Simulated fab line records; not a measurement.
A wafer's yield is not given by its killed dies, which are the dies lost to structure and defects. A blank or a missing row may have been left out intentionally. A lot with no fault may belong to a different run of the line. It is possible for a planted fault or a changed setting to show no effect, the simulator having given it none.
Problem report, 8D (eight disciplines) form, completed by code | flow sky130 | the parts of the form that need people (team, actions taken, sign-off) are left out

1. PROBLEM STATEMENT
Wafers without a fault read 36.89 s, standard deviation 0.087; strip-time-to-endpoint-s at SKY_NWELL_STRIP_25 reads a mean of 15.08 s on 4 wafers belonging to 2 lots. That is -99 or more standard deviations from the usual mean.
The step: strips in O2/N2.
Earliest sighting: wafer L143.2 on plasma-asher-01 at day 8 22:09. Wafers with a number at this step in the record: 39, from 13 lots. By rule, "out" or "out of limits" means more than 4 standard deviations away from the usual mean. The other wafers with a number count as sound.

2. WHAT IT IS, AND WHAT IT ISN'T
question                    | is                             | is not
which readings at this step | strip-time-to-endpoint-s       | drypump-motor-current-A
which lots                  | L143, L146                     | L130, L131, L133, L134, L135, L137, L148, L149, L151, L152, L153
which wafers of those lots  | L143.2, L143.4, L146.4, L146.6 | L143.1, L146.3
read on which tools         | plasma-asher-01                | plasma-asher-02, plasma-asher-04
when                        | from day 8 22:09               | up to then (19 sound wafers); but 16 sound wafers of L146, L148, L149, L151, L152, L153 came after

3. WHAT RULES OUT EACH SUSPECT
Counting: if a tool at a process step up to the reading ran every lot that is out, it stays a suspect. Sound lots after the first of them don't rule it out here, since some wafers of a struck lot are sound.
- litho-track-03 at SKY_NWELL_COAT_18 (resist thk 3000 nm): kept. It ran every lot that is out, first L143 (day 8 10:31); its last sound lot up to then is L133 (day 5 13:18).
- plasma-asher-01 at SKY_NWELL_STRIP_25 (strips in O2/N2): kept. It ran every lot that is out, first L143 (day 8 22:09); its last sound lot up to then is L134 (day 6 08:41). Out on those wafers are its own readings of strip-time-to-endpoint-s.
Remaining after the count are litho-track-03 at SKY_NWELL_COAT_18 and plasma-asher-01 at SKY_NWELL_STRIP_25.

4. THE CAUSE (what the simulator had put in)
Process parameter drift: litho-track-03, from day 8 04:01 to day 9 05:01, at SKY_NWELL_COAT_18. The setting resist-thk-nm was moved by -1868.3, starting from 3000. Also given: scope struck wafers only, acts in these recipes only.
Counting left 2 suspects, and this tool is among them.

5. THE EFFECT CHAIN, in route order
Each row: a reading where the mean over the struck wafers with a number is more than 3 standard deviations away from the usual. Only readings for which the record gives a usual standard deviation are gone through. hours: the time from each lot's start at the first step in this table that gives one to its start at this step, as a median over the lots. sigmas: the change in usual standard deviations.
hours | step               | reading                  | usual   | on struck wafers | change | sigmas
0     | SKY_NWELL_STRIP_25 | strip-time-to-endpoint-s | 36.89 s | 15.08            | -21.81 | -99 or more
Process steps it contains:
- SKY_NWELL_STRIP_25: strips in O2/N2.
At these later measuring or inspecting steps, every struck wafer for which the step has a row has a number for every such reading, and none has moved that far: SKY_LDD_HVP_TW_MEAS_10, SKY_LI_CONTACT_THK_MEAS_01, SKY_CONTACT_OVL_MEAS_15.

6. WHAT WOULD HAVE CAUGHT IT SOONER
The fault began at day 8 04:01; the first out-of-limits reading in this record came at day 8 22:09, 18 hours later.
Of the tool readings at SKY_NWELL_COAT_18 for which the record gives a usual standard deviation, none was out on any struck wafer, so an alarm limit of 4 standard deviations on them would not have fired.
Of the lots that are out (2), L146 began SKY_NWELL_COAT_18 on litho-track-03 after day 8 22:09. Putting the tool on hold at that point would have spared it.
